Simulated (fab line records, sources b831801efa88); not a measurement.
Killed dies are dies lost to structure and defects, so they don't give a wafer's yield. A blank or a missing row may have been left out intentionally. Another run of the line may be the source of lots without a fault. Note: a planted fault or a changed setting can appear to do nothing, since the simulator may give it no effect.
The tool behind it: which one?    flow sky130    Sampling: 24 lots, 72 wafers, 2 of 708 route steps

WHAT EACH GAUGE READ, for each wafer
SKY_VT_ADJUST_HVTP_OVL_MEAS_08.
lot   measured      on          VT_ADJUST_HVTP_OVL (nm)
L074  day 6 04:37   overlay-02  0.4 1.0 -1.0
L075  day 6 11:30   overlay-02  0.1 -1.5 -1.2
L076  day 6 16:11   overlay-02  2.6 0.8 1.3
L077  day 6 20:20   overlay-02  -1.1 -0.9 -0.6
L078  day 6 23:47   overlay-01  0.5 1.4 1.3
L079  day 7 10:49   overlay-01  0.0 1.0 1.6
L080  day 7 15:09   overlay-01  1.2 -0.9 -1.2
L081  day 7 19:26   overlay-01  2.6 3.3 3.4
L082  day 8 04:44   overlay-02  0.7 4.1 2.0
L083  day 8 12:34   overlay-02  -1.7 -2.3 -1.3
L084  day 8 16:44   overlay-02  -0.8 0.5 0.4
L085  day 9 00:56   overlay-01  0.4 -0.4 1.1
L086  day 9 04:40   overlay-02  -0.2 0.8 0.5
L087  day 9 15:02   overlay-02  0.4 0.3 2.1
L088  day 9 15:36   overlay-02  0.7 -2.7 -1.8
L089  day 10 00:44  overlay-01  0.2 1.7 0.7
L090  day 10 03:45  overlay-02  -1.1 -0.6 -0.8
L091  day 10 09:58  overlay-01  3.0 -0.9 -0.6
L092  day 10 14:23  overlay-01  1.7 -1.4 1.0
L093  day 10 20:29  overlay-01  0.9 0.3 2.8
L094  day 11 03:36  overlay-02  -1.2 -2.4 1.2
L095  day 11 11:32  overlay-01  -1.6 -0.5 -0.9
L096  day 11 21:08  overlay-01  -2.7 -1.5 -4.6
L097  day 12 00:49  overlay-01  0.1 0.3 0.0

TOOL THAT RAN EACH LOT (tool first, then ch and the chambers of the sampled wafers, then the start)
lot   SKY_NWELL_STRIP_14
L074  plasma asher-02 ch 0,1, day 4 16:04
L075  plasma asher-01 ch 0,1, day 4 22:50
L076  plasma asher-01 ch 0,1, day 5 03:21
L077  plasma asher-01 ch 0,1, day 5 06:34
L078  plasma asher-04 ch 0,1, day 5 10:25
L079  plasma asher-04 ch 0,1, day 5 19:50
L080  plasma asher-02 ch 0,1, day 6 00:48
L081  plasma asher-04 ch 0,1, day 6 03:40
L082  plasma asher-01 ch 0, day 6 12:47
L083  plasma asher-02 ch 0,1, day 6 20:26
L084  plasma asher-04 ch 0,1, day 6 23:50
L085  plasma asher-04 ch 0,1, day 7 08:07
L086  plasma asher-02 ch 0,1, day 7 12:03
L087  plasma asher-04 ch 0,1, day 7 22:26
L088  plasma asher-04 ch 0,1, day 8 00:05
L089  plasma asher-01 ch 0,1, day 8 07:12
L090  plasma asher-01 ch 0,1, day 8 10:13
L091  plasma asher-04 ch 0,1, day 8 15:05
L092  plasma asher-02 ch 0,1, day 8 19:49
L093  plasma asher-02 ch 0,1, day 9 00:57
L094  plasma asher-01 ch 0,1, day 9 06:33
L095  plasma asher-01 ch 0,1, day 9 13:02
L096  plasma asher-01 ch 0,1, day 9 23:08
L097  plasma asher-02 ch 0,1, day 10 02:30
- SKY_NWELL_STRIP_14: strips in O2/N2.

AS READ BY THE TOOLS THEMSELVES (means over the sampled wafers that have a number; for cases with no such wafer, the mark the record gives instead)
SKY_NWELL_STRIP_14.
lot   tool             drypump motor current A (A)  oes product au (a.u.)  strip time to endpoint s (s)
L074  plasma asher-02  6.0                          0.723                  36.97
L075  plasma asher-01  5.5                          0.720                  36.89
L076  plasma asher-01  5.9                          0.721                  36.93
L077  plasma asher-01  5.5                          0.726                  36.86
L078  plasma asher-04  5.9                          0.722                  36.90
L079  plasma asher-04  5.9                          0.725                  36.94
L080  plasma asher-02  5.5                          0.724                  36.84
L081  plasma asher-04  5.8                          0.723                  37.02
L082  plasma asher-01  6.1                          0.719                  36.75
L083  plasma asher-02  6.0                          0.726                  37.05
L084  plasma asher-04  5.8                          0.723                  37.06
L085  plasma asher-04  5.8                          0.716                  36.96
L086  plasma asher-02  5.5                          0.726                  37.00
L087  plasma asher-04  5.8                          0.722                  36.93
L088  plasma asher-04  5.9                          0.719                  36.89
L089  plasma asher-01  5.5                          0.720                  36.91
L090  plasma asher-01  5.5                          0.724                  37.03
L091  plasma asher-04  5.8                          0.724                  36.93
L092  plasma asher-02  6.0                          0.724                  37.01
L093  plasma asher-02  5.5                          0.721                  36.77
L094  plasma asher-01  5.5                          0.720                  36.70
L095  plasma asher-01  5.5                          0.722                  36.92
L096  plasma asher-01  5.5                          0.721                  36.74
L097  plasma asher-02  5.5                          0.726                  36.97

THE ANSWER, worked out from the rows above alone
Rule: usual is defined by the lots themselves. The widest of any qualifying gaps counts: lots, ordered by their means at a reading, are off when they make up no more than a third of the lots, leave a main group of 4 or more, and stand apart from it by 3 or more times the standard deviation of that group's means. A main group whose means are all the same, to the digits that the tables above print for the reading, isn't used. A lot without any number at a reading at which 4 lots or more have one is off too. Any other lot the step has rows for is counted as sound. The gauges are gone through in route order, then the tools' own readings, and for those a lot's mean is taken as printed above. At the first step where some lot is off, the reading lying furthest off is the one used; lots without a number count as furthest.
No lot is off on any of the readings shown, so nothing can be concluded from this.

WHAT THE SIMULATOR PUT IN
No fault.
